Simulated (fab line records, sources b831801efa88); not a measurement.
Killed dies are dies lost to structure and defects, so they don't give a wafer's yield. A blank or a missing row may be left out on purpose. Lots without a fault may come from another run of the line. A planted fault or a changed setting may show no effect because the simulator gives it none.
Chamber matching | flow gf180mcu | GF_V1_CMP_04 on cmp-02: 4 sister chambers
The step polishes SiO2. 14 wafers are shown with their chamber, then 7 later ones without.

WAFERS WITH THEIR CHAMBER
wafer  | chamber | motor_current_A (A) | time_to_endpoint_s (s) | slurry_flow_ml_min
L677.2 | 1       | 9.4                 | 80                     | 149.6
L677.3 | 2       | 13.9                | 71                     | 150.3
L677.4 | 3       | 11.0                | 84                     | 150.3
L680.1 | 3       | 11.0                | 83                     | 149.9
L680.2 | 2       | 13.6                | 76                     | 149.8
L682.3 | 2       | 13.4                | 84                     | 150.2
L682.6 | 2       | 13.6                | 85                     | 149.7
L684.1 | 0       | 11.3                | 86                     | 150.3
L684.4 | 1       | 9.7                 | 91                     | 150.4
L686.1 | 2       | 14.3                | 76                     | 149.5
L686.3 | 3       | 12.1                | 83                     | 149.5
L686.4 | 1       | 9.2                 | 87                     | 150.0
L690.3 | 2       | 14.2                | 87                     | 150.0
L690.4 | 3       | 10.9                | 91                     | 150.0

SIGNATURES (means of the wafers above)
reading            | chamber 0 | chamber 1 | chamber 2 | chamber 3 | scatter within a chamber
motor_current_A    | 11.300    | 9.433     | 13.833    | 11.250    | 0.418
time_to_endpoint_s | 86.00     | 86.00     | 79.83     | 85.25     | 5.56
slurry_flow_ml_min | 150.300   | 150.000   | 149.917   | 149.925   | 0.334
Rule: a wafer's distance from a chamber is the root of the sum, over the readings, of the square of ((its reading less the chamber's mean) divided by the reading's scatter). The wafer belongs to the nearest chamber; if the next one is less than 2 further off, it can't be placed. The scatter: the root of (the sum of the squares of (reading less its chamber's mean) over the shown wafers, divided by (wafers less chambers)).

WAFERS WITHOUT THEIR CHAMBER
wafer  | motor_current_A (A) | time_to_endpoint_s (s) | slurry_flow_ml_min
L690.6 | 14.4                | 83                     | 149.9
L691.2 | 11.3                | 84                     | 150.3
L691.3 | 9.8                 | 83                     | 149.5
L691.6 | 11.0                | 90                     | 150.9
L696.1 | 9.6                 | 87                     | 149.8
L696.5 | 9.6                 | 85                     | 149.9
L696.6 | 14.5                | 80                     | 149.6

WHICH CHAMBER EACH WENT THROUGH
wafer  | from the rows above     | in truth
L690.6 | 2                       | 2
L691.2 | can't be placed: 0 or 3 | 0
L691.3 | can't be placed: 1 or 3 | 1
L691.6 | can't be placed: 0 or 3 | 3
L696.1 | 1                       | 1
L696.5 | 1                       | 1
L696.6 | 2                       | 2
Placed correctly: 4 of 7. Can't be placed from these rows: 3 (the true chamber is among the candidates in 3). Placed wrongly: 0.
